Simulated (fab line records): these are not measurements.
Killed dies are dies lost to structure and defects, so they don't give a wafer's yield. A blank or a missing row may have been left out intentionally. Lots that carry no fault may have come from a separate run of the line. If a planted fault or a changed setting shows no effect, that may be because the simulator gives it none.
A single fault, viewed from 2 desks || flow gf180mcu || what lay behind the numbers comes last; until then each desk has only its own

## AT THE METROLOGY DESK
What the gauges read, lot by lot, whatever tool the lot ran on: means of the sampled wafers that have a number. Any lot whose mean is over 4 standard deviations away from the usual mean is out of limits and marked OUT; that distance is given in the brackets. It has 11 readings; the 7 that lie furthest out on some lot are the ones shown.
Columns: A = VT_IMPLANT_4_TW at GF_VT_IMPLANT_TW_MEAS_43, usual 691; B = MVSD_RS at GF_VT_IMPLANT_RS_MEAS_46, usual 457.0 ohm/sq; C = LVPWELL_RS at GF_VT_IMPLANT_RS_MEAS_48, usual 1197 ohm/sq; D = MVPSD_RS at GF_VT_IMPLANT_RS_MEAS_49, usual 1170.0 ohm/sq; E = DUAL_GATE_OXIDATION_00_THK at GF_DUAL_GATE_THK_MEAS_03, usual 10.78 nm; F = DUAL_GATE_OVL at GF_DUAL_GATE_OVL_MEAS_11, usual 0.2 nm; G = POLY_GATE_CVD_00_THK at GF_POLY_GATE_THK_MEAS_01, usual 200.2 nm
{"lot": "L685", "first seen here": "day 7 19:20", "A": 686, "B": 459.6, "C": 1199, "D": 1171.3, "E": 10.53, "F": 1.0, "G": 200.4}
{"lot": "L688", "first seen here": "day 8 15:28", "A": 681, "B": 457.5, "C": 1196, "D": 1173.4, "E": 10.93, "F": 0.4, "G": 200.6}
{"lot": "L698", "first seen here": "day 11 11:07", "A": 694, "B": 457.5, "C": 1192, "D": 1168.6, "E": 10.79, "F": 2.1, "G": 202.8}
{"lot": "L703", "first seen here": "day 12 22:07", "A": 695, "B": 454.1, "C": 1201, "D": 1171.6, "E": 10.81, "F": -1.5, "G": 200.2}
{"lot": "L706", "first seen here": "day 13 16:19", "A": 694, "B": 456.5, "C": 1200, "D": 1169.4, "E": 10.77, "F": 0.4, "G": 202.6}
Finding of this desk: none of the 5 lots has anything out of limits.

## THE TOOL OWNER'S DESK: wet-bench-01
The tool's own readings at GF_VT_IMPLANT_WET_ETCH_50 (etches SiO2 in dHF, target depth 20 nm, time 400 s): means of the sampled wafers that have a number, for each lot that ran on this tool. Any lot whose mean is over 4 standard deviations away from the usual mean is out of limits and marked OUT; that distance is given in the brackets.
Columns: A = run-length-s at GF_VT_IMPLANT_WET_ETCH_50, usual 428 s
{"lot": "L685", "first seen here": "day 7 20:17", "A": 433}
{"lot": "L688", "first seen here": "day 8 16:27", "A": 432}
{"lot": "L698", "first seen here": "day 11 12:05", "A": "156 (-88) OUT"}
This desk's verdict: out of limits on L698, starting with L698 at day 11 12:05 (run-length-s at GF_VT_IMPLANT_WET_ETCH_50). L685, L688: within limits.

## PUT TOGETHER
On L698, at day 11 12:05, an alarm was possible from the tool owner's desk.
At the metrology desk, nothing out of limits was observed.
The metrology desk has L698 on record, within its limits.
On wet-bench-01, each named lot ran GF_VT_IMPLANT_WET_ETCH_50.

## WHAT HAD BEEN PUT IN BY THE SIMULATOR
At GF_VT_IMPLANT_WET_ETCH_50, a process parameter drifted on wet-bench-01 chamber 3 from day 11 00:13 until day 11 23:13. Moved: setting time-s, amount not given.
Lots struck among those shown: L698.
Time in hours from fault onset to the first out-of-limits reading at each desk: the tool owner's desk, 12.
